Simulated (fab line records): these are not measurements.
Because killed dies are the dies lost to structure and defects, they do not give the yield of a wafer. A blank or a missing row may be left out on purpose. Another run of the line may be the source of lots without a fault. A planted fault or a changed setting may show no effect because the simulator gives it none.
Matching of chambers -- flow gf180mcu -- cmp-02 running GF_V5_CMP_26: 4 sister chambers
The step polishes, stops on SiO2, t overpolish 15 s, target thk 0 nm. 14 wafers are shown with their chamber, then 7 later ones without.

WAFERS, EACH WITH ITS CHAMBER
wafer,chamber,time_to_endpoint_s (s),motor_current_A (A),edge_zone_pressure_frac
L246.1,2,87,11.1,0.987
L246.2,0,83,9.8,0.999
L246.3,1,83,9.6,0.990
L260.2,0,89,10.4,0.996
L260.3,3,93,10.0,1.005
L260.6,2,89,10.6,1.009
L262.3,1,82,9.9,1.000
L262.5,1,86,10.1,0.995
L262.6,0,79,10.6,0.993
L263.2,0,84,10.8,1.000
L263.3,3,93,10.2,1.000
L263.4,1,86,9.5,1.004
L264.3,3,90,10.4,1.001
L264.5,0,83,10.2,0.998

SIGNATURES (means of the wafers above)
reading,chamber 0,chamber 1,chamber 2,chamber 3,scatter within a chamber
time_to_endpoint_s,83.60,84.25,88.00,92.00,2.68
motor_current_A,10.360,9.775,10.850,10.200,0.32
edge_zone_pressure_frac,0.99720,0.99725,0.99800,1.00200,0.00631
Rule: for each reading, subtract the chamber's mean from the wafer's reading, divide by that reading's scatter and square the result; add these up over the readings and take the root, which gives the wafer's distance from the chamber. The wafer belongs to the nearest chamber; if the next one is less than 2 further off, it can't be placed. The scatter is the square root of a quotient: the sum, over the shown wafers, of each reading's squared deviation from its chamber's mean, divided by wafers minus chambers.

WAFERS MISSING THEIR CHAMBER
wafer,time_to_endpoint_s (s),motor_current_A (A),edge_zone_pressure_frac
L264.6,86,9.9,0.996
L266.1,80,10.1,0.998
L266.2,92,10.8,1.008
L266.3,90,10.8,1.002
L267.1,91,9.9,1.003
L267.5,87,11.3,1.012
L267.6,87,9.5,0.998

WHICH CHAMBER EACH ONE RAN IN
wafer,from the rows above,in truth
L264.6,can't be placed: 1 or 0 or 3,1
L266.1,can't be placed: 0 or 1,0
L266.2,can't be placed: 3 or 2 or 0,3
L266.3,can't be placed: 2 or 3 or 0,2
L267.1,can't be placed: 3 or 1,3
L267.5,can't be placed: 2 or 0 or 3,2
L267.6,can't be placed: 1 or 3 or 0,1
0 of 7 placed correctly. Not placeable from these rows: 7 (in 7, the candidates include the true chamber). Placed wrongly: 0.
